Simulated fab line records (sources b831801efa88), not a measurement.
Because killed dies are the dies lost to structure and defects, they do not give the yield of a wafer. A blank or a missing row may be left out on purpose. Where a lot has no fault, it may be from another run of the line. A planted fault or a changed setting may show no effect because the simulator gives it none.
Chamber matching | flow gf180mcu | pecvd-02 running GF_SAB_CVD_00: 3 sister chambers
The step deposits SiO2 from TEOS, target thk 50 nm, time 4.9302 s. 6 wafers are shown with their chamber, then 8 later ones without.

== EACH WAFER AND ITS CHAMBER ==
wafer  | chamber | rfFwdPowerW (W) | heaterPowerW (W)
L838.4 | 0       | 581             | 674
L838.6 | 1       | 588             | 606
L845.3 | 2       | 597             | 818
L845.4 | 0       | 584             | 561
L845.6 | 1       | 586             | 657
L851.1 | 2       | 594             | 855

== WAFERS MISSING THEIR CHAMBER ==
wafer  | rfFwdPowerW (W) | heaterPowerW (W)
L851.2 | 581             | 583
L851.5 | 594             | 855
L854.3 | 585             | 664
L854.5 | 596             | 751
L854.6 | 584             | 527
L855.2 | 587             | 692
L855.5 | 593             | 838
L855.6 | 585             | 618

== EACH ONE'S CHAMBER ==
wafer  | from the rows above     | in truth
L851.2 | 0                       | 0
L851.5 | 2                       | 2
L854.3 | can't be placed: 1 or 0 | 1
L854.5 | 2                       | 2
L854.6 | can't be placed: 0 or 1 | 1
L855.2 | can't be placed: 1 or 0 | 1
L855.5 | 2                       | 2
L855.6 | can't be placed: 1 or 0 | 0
Correct placement for 4 of the 8. Can't be placed from these rows: 4 (the true chamber is among the candidates in 4). Wrongly placed: 0.
How it was worked out, from the rows above alone: a wafer's distance from a chamber is the root of the sum, over the readings, of the square of ((its reading less the chamber's mean) divided by the reading's scatter). The wafer belongs to the nearest chamber; if the next one is less than 2 further off, it can't be placed. For every chamber, the mean is computed from those of its wafers that are shown. The scatter: take each reading less its chamber's mean, square it, sum over the shown wafers, divide by the number of wafers less the number of chambers, and take the root.
